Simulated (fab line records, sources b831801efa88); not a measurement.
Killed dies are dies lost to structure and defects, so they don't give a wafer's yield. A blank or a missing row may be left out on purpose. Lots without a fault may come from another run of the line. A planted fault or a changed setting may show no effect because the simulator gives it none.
A struck lot beside a sound one | flow gf180mcu | 14 steps out of a route of 602
Sound: wafers L191.2, L191.3, L191.4. Struck: wafers L188.1, L188.2, L188.3. The cause comes at the end.
At each step with rows: each side's tool, then ch and its chambers, then its first start. Under that, the readings that differ: sound wafers | struck wafers | difference of the means | sigmas: that difference in standard deviations of wafers without a fault.
alike: readings whose means differ by less than 2 such deviations, and words and numbers that are the same on both sides. not compared: withheld readings, readings that some wafer has no value for, bounds like >300 that may hide the same value, and numbers for which the record gives no deviation and whose values overlap.
The two part at a step that has a row with sigmas, a row that says differs or no value, or rows on one side only. Numbers that don't overlap but have no deviation are shown without sigmas and don't part them. A reading that every wafer of one side lacks parts them only if that side has two wafers or more.

first, 4 steps without rows for these wafers: GF_MIM_SOFTBAKE_15 (time 60 s); GF_MIM_EXPOSE_16 (exposes mask FuseTop, target cd 2000 nm); GF_MIM_PEB_17; GF_MIM_DEVELOP_18 (develop time 60 s).
GF_MIM_METAL_ETCH_19: etches the open film in Cl2/BCl3, stops on Si3N4, target depth 324.5 nm, time 54.1 s.
  sound on rie_metal-02 ch 0,1, day 30 22:08; struck on rie_metal-03 ch 0,1, day 30 05:35
  alike: drypump_motor_current_A, oes_product_au, throttle_valve_pct
  not compared: rf_hours_counter_h
GF_MIM_STRIP_20: strips in O2/N2.
  sound on plasma_asher-01 ch 0,1, day 30 22:13; struck on plasma_asher-01 ch 0,1, day 30 05:40
  alike: drypump_motor_current_A, heater_power_w, n2_flow_sccm, oes_product_au, strip_time_to_endpoint_s
  not compared: rf_hours_counter_h
then, 6 steps without rows for these wafers: GF_MIM_STRIP_21 (strips in post etch residue remover, time 1200 s); GF_MIM_CLEAN_22 (cleans in DIW); GF_M5_DEHYDRATE_00 (time 60 s); GF_M5_HMDS_01 (prime time 60 s); GF_M5_COAT_02 (resist thk 1000 nm); GF_M5_SOFTBAKE_03 (time 60 s).
GF_M5_EXPOSE_04: exposes mask Metal5, target cd 280 nm.
  sound on krf_scanner-01 ch 0, day 31 07:07; struck on krf_scanner-01, day 30 15:15
  no value came back on the struck wafers for exposure_dose_mJ_cm2, focus_offset_nm (nm); on the sound wafers exposure_dose_mJ_cm2 reads 28.03 28.00 27.99
  alike: mask
then, 1 step without rows for these wafers: GF_M5_PEB_05 (peb time 90 s).

WHERE THEY PART
Only at GF_M5_EXPOSE_04, within this record.

WHY: what the simulator had put in
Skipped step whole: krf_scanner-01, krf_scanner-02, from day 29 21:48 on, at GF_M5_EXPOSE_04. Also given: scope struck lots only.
